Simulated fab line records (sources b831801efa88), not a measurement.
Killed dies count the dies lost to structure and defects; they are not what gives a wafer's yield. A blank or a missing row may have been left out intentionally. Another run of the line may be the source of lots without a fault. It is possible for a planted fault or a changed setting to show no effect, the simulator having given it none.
Comparing a struck lot with a sound one ; flow sky130 ; 24 out of 708 route steps
Sound: these wafers, L294.1, L294.3, L294.4. Wafers L287.1, L287.2, L287.4 were the ones struck. The cause comes at the end.
Per side, at each step with rows, come the tool, then ch with its chambers, and then its first start. Under that, the readings that differ: sound wafers ; struck wafers ; difference of the means ; sigmas: that difference in standard deviations of wafers without a fault.
alike: readings whose means differ by less than 2 such deviations, and words and numbers that are the same on both sides. not compared: withheld readings, readings that some wafer has no value for, bounds like >300 that may hide the same value, and numbers for which the record gives no deviation and whose values overlap.
The two part at a step that has a row with sigmas, a row that says differs or no value, or rows on one side only. Numbers that don't overlap but have no deviation are shown without sigmas and don't part them. A reading missing from all wafers of one side parts the sides only when that side holds two or more wafers.

first, 8 steps without rows for these wafers: SKY_FIELD_ISO_DEHYDRATE_05 (time 60 s); SKY_FIELD_ISO_HMDS_06 (prime time 60 s); SKY_FIELD_ISO_COAT_07 (resist thk 60 nm); SKY_FIELD_ISO_COAT_08 (resist thk 450 nm); SKY_FIELD_ISO_SOFTBAKE_09 (time 90 s); SKY_FIELD_ISO_EXPOSE_10 (exposes mask FOM, target cd 150 nm); SKY_FIELD_ISO_PEB_11; SKY_FIELD_ISO_DEVELOP_12 (develop time 60 s).
SKY_FIELD_ISO_CD_MEAS_13: the cd target is 150 nm.
  struck on cd sem-02, day 4 15:58; sound on cd sem-01, day 6 02:43
  alike: cd nm
SKY_FIELD_ISO_ETCH_14: etches BARC in N2/H2, stops on SiO2, time 45.9 s, target depth 60 nm.
  sound on rie diel-02 ch 0,1,2, day 6 02:50; struck on rie diel-02 ch 0,1,2, day 4 16:05
  alike: bias w, chamber pressure mTorr, drypump motor current A, n2 flow sccm, oes product au, rf hours counter h, throttle valve pct
SKY_FIELD_ISO_ETCH_15: etches the open film in CHF3/O2, stops on Si, target depth 180 nm, time 72 s.
  sound on rie diel-02 ch 0,1,2, day 6 02:53; struck on rie diel-02 ch 0,1,2, day 4 16:08
  alike: O2_flow_sccm, bias w, drypump motor current A, oes product au, throttle valve pct
  not compared: rf hours counter h
SKY_FIELD_ISO_STRIP_16: strips in O2/N2.
  sound on plasma asher-02 ch 0,1, day 6 02:56; struck on plasma asher-02 ch 0,1, day 4 16:11
  alike: drypump motor current A, n2 flow sccm, oes product au, strip time to endpoint s
  not compared: rf hours counter h
SKY_FIELD_ISO_ETCH_17: etches Si in HBr/Cl2/O2, target depth 342 nm, time 97.7 s.
  sound on rie si-01 ch 1,2,3, day 6 03:02; struck on rie si-01 ch 0,2,3, day 4 16:17
  no value came back on the struck wafers for any of 6 readings (HBr_flow_sccm (sccm), O2_flow_sccm (sccm) and others); on the sound wafers HBr_flow_sccm (sccm) reads 149.8 150.4 150.2
reading;sound;struck;difference;sigmas
model.Si3N4_of_FIELD_ISO_CVD_03.thk nm (nm);154.4 152.2 152.8;167.1 167.9 168.8;+14.8;
then, 7 steps without rows for these wafers: SKY_FIELD_ISO_WET_ETCH_18 (etches Si3N4 in H3PO4, target depth 25 nm, time 286 s); SKY_FIELD_ISO_CLEAN_19 (cleans in SC1/SC2, time 150 s); SKY_FIELD_ISO_CLEAN_20 (cleans in dHF, time 20 s); SKY_FIELD_ISO_WET_ETCH_21 (etches SiO2 in dHF, target depth 20 nm, time 400 s); SKY_FIELD_ISO_OXIDATION_22 (stabilise 600 s, purge 300 s, target thk 10 nm); SKY_FIELD_ISO_CVD_24 (deposits SiO2, target thk 595 nm, time 99.2 s); SKY_FIELD_ISO_ANNEAL_26 (time 1800 s).
SKY_FIELD_ISO_CMP_27: polishes, stops on Si3N4, t overpolish 16 s, target thk 457.8 nm.
  sound on cmp-02 ch 0,1,3, day 6 06:31; struck on cmp-01 ch 1,2,3, day 4 22:22
  alike: motor current A, platen rpm
SKY_FIELD_ISO_WET_ETCH_28: etches SiO2 in dHF, target depth 23.7 nm, time 47 s.
  sound on wet bench-03 ch 3, day 6 06:49; struck on wet bench-01 ch 0, day 4 22:40
reading;sound;struck;difference;sigmas
model.Si3N4_of_FIELD_ISO_CVD_03.thk nm (nm);123.3 121.1 121.7;135.9 136.7 137.8;+14.8;
  alike: bath heat duty pct, run length s
then, 1 step without rows for these wafers: SKY_FIELD_ISO_WET_ETCH_29 (etches Si3N4 in H3PO4, target depth 160 nm, time 1825 s).
-- here the record skips 44 days between the struck wafers' starts before and after, leaving off in module FIELD_ISO and picking up in module PAD_OPEN (first step shown: number 708 of the route) --
SKY_PAD_OPEN_PROBE_99:
  record: rows for the struck wafers here (prober-01, day 48 17:42), none for the sound ones

## WHERE THEY PART
Earliest at SKY_FIELD_ISO_ETCH_17; latest, in this record, at SKY_PAD_OPEN_PROBE_99.

WHY: whatever the simulator had introduced
Skipped step whole: rie si-01, from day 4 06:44 on, at SKY_FIELD_ISO_ETCH_17. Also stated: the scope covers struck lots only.
